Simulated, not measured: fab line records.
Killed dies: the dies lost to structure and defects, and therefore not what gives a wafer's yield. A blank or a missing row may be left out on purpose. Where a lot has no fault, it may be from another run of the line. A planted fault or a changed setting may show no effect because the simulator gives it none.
Chamber matching | flow sky130 | SKY_VIA1_CMP_24 on cmp-01 has 4 sister chambers
The step polishes, stops on SiO2, t overpolish 15 s, target thk 0 nm. 4 wafers are shown with their chamber, then 12 later ones without.

## WAFERS, EACH WITH ITS CHAMBER
wafer  | chamber | motor current A (A)
L083.4 | 1       | 9.7
L083.5 | 3       | 11.5
L085.1 | 0       | 14.5
L085.5 | 2       | 11.0

## WAFERS WITHOUT THEIR CHAMBER
wafer  | motor current A (A)
L088.1 | 10.9
L088.5 | 11.3
L088.6 | 13.9
L090.1 | 11.9
L090.4 | 14.4
L090.5 | 14.6
L092.1 | 11.4
L092.2 | 9.5
L092.4 | 13.9
L093.3 | 10.9
L093.4 | 9.6
L093.6 | 9.7

## THE CHAMBER EACH PASSED THROUGH
wafer  | from the rows above     | in truth
L088.1 | can't be placed: 2 or 3 | 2
L088.5 | can't be placed: 3 or 2 | 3
L088.6 | 0                       | 0
L090.1 | can't be placed: 3 or 2 | 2
L090.4 | 0                       | 0
L090.5 | 0                       | 0
L092.1 | can't be placed: 3 or 2 | 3
L092.2 | 1                       | 1
L092.4 | 0                       | 0
L093.3 | can't be placed: 2 or 3 | 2
L093.4 | 1                       | 1
L093.6 | 1                       | 1
7 of 12 placed correctly. Not placeable from these rows: 5 (in 5, the candidates include the true chamber). Wrongly placed: 0.
How it was worked out, from the rows above alone: a wafer's distance from a chamber is the root of the sum, over the readings, of the square of ((its reading less the chamber's mean) divided by the reading's scatter). If the next closest chamber is less than 2 further off than the closest, the wafer can't be placed; otherwise it belongs to the closest. A chamber's mean is the mean of its shown wafers. The scatter: root of mean squared gap, hidden wafer to nearest shown wafer, with one shown wafer a chamber.
